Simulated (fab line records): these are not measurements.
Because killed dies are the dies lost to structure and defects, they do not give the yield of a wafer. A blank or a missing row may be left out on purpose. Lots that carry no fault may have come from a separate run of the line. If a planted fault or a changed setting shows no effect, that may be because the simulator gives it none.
The tool behind it: which one?	flow sky130	13 lots with 39 wafers sampled at 2 steps, on a route of 708 steps

## WHAT EACH GAUGE READ, for each wafer
SKY_POLY_GATE_THK_MEAS_01. Usual: POLY_GATE_CVD_00_THK typically reads 179.9 nm, with standard deviation 1.6.
lot	measured	on	POLY_GATE_CVD_00_THK (nm)	flag
L434	day 14 20:21	film-metro-04	180.0 180.3 179.6	
L435	day 15 05:05	film-metro-04	179.2 178.1 178.5	
L436	day 16 08:58	film-metro-03	181.3 180.4 181.0	
L439	day 16 17:20	film-metro-02	176.4 177.6 179.2	
L442	day 17 14:36	film-metro-03	180.8 179.5 181.5	
L443	day 18 00:14	film-metro-03	179.0 179.2 178.3	
L444	day 18 11:28	film-metro-02	177.2 177.1 178.1	
L448	day 20 09:40	film-metro-02	180.1 180.7 180.5	
L449	day 20 13:14	film-metro-02	183.2 181.8 183.3	
L450	day 20 16:41	film-metro-02	180.5 179.7 179.0	
L452	day 22 02:30	film-metro-03	178.9 180.3 179.4	
L454	day 22 06:16	film-metro-03	177.9 177.9 177.7	
L453	day 22 08:29	film-metro-02	177.4 177.2 178.1	

SKY_RES_PROTECT_TW_MEAS_08. Usual: POLY_GATE_TW typically reads 4040, with standard deviation 28.
lot	measured	on	POLY_GATE_TW	flag
L434	day 15 23:48	film-metro-03	4005 3992 4002	
L435	day 16 08:57	film-metro-02	4030 4031 4032	
L436	day 17 11:53	film-metro-03	4025 4014 4033	
L439	day 17 19:11	film-metro-03	4038 4036 4041	
L442	day 18 21:08	film-metro-03	4010 3998 4025	
L443	day 19 07:10	film-metro-03	3978 3977 3983	
L444	day 19 17:49	film-metro-01	4068 4085 4061	
L448	day 21 15:47	film-metro-01	4065 4061 4059	
L449	day 21 19:38	film-metro-03	4030 4050 4047	
L450	day 21 23:07	film-metro-02	4056 4079 4082	
L452	day 23 08:29	film-metro-03	3991 4008 4005	
L454	day 23 12:13	film-metro-01	4060 4066 4046	
L453	day 23 14:44	film-metro-02	4062 4082 4087	

## TOOL THAT RAN EACH LOT (tool first, then ch and the chambers of the sampled wafers, then the start)
No process step before these readings appears in the record.

## AS READ BY THE TOOLS THEMSELVES (means over the sampled wafers that have a number; for cases with no such wafer, the mark the record gives instead)
The record holds no such reading with a usual standard deviation.

## THE ANSWER, worked out from the rows above alone
Rule: a lot counts as off when the mean over its wafers that have a number is more than 3 standard deviations away from the usual mean. Also off: a lot with no number at a reading for which 4 or more lots have one. Any other lot the step has rows for is counted as sound. Order of review: gauges by route order, followed by the tools' own readings, for which a lot's mean as printed above is used. At the first step where some lot is off, the reading lying furthest off is the one used; lots without a number count as furthest.
No lot is off on any of the readings shown, so nothing can be concluded from this.

## WHAT THE SIMULATOR HAD PUT IN
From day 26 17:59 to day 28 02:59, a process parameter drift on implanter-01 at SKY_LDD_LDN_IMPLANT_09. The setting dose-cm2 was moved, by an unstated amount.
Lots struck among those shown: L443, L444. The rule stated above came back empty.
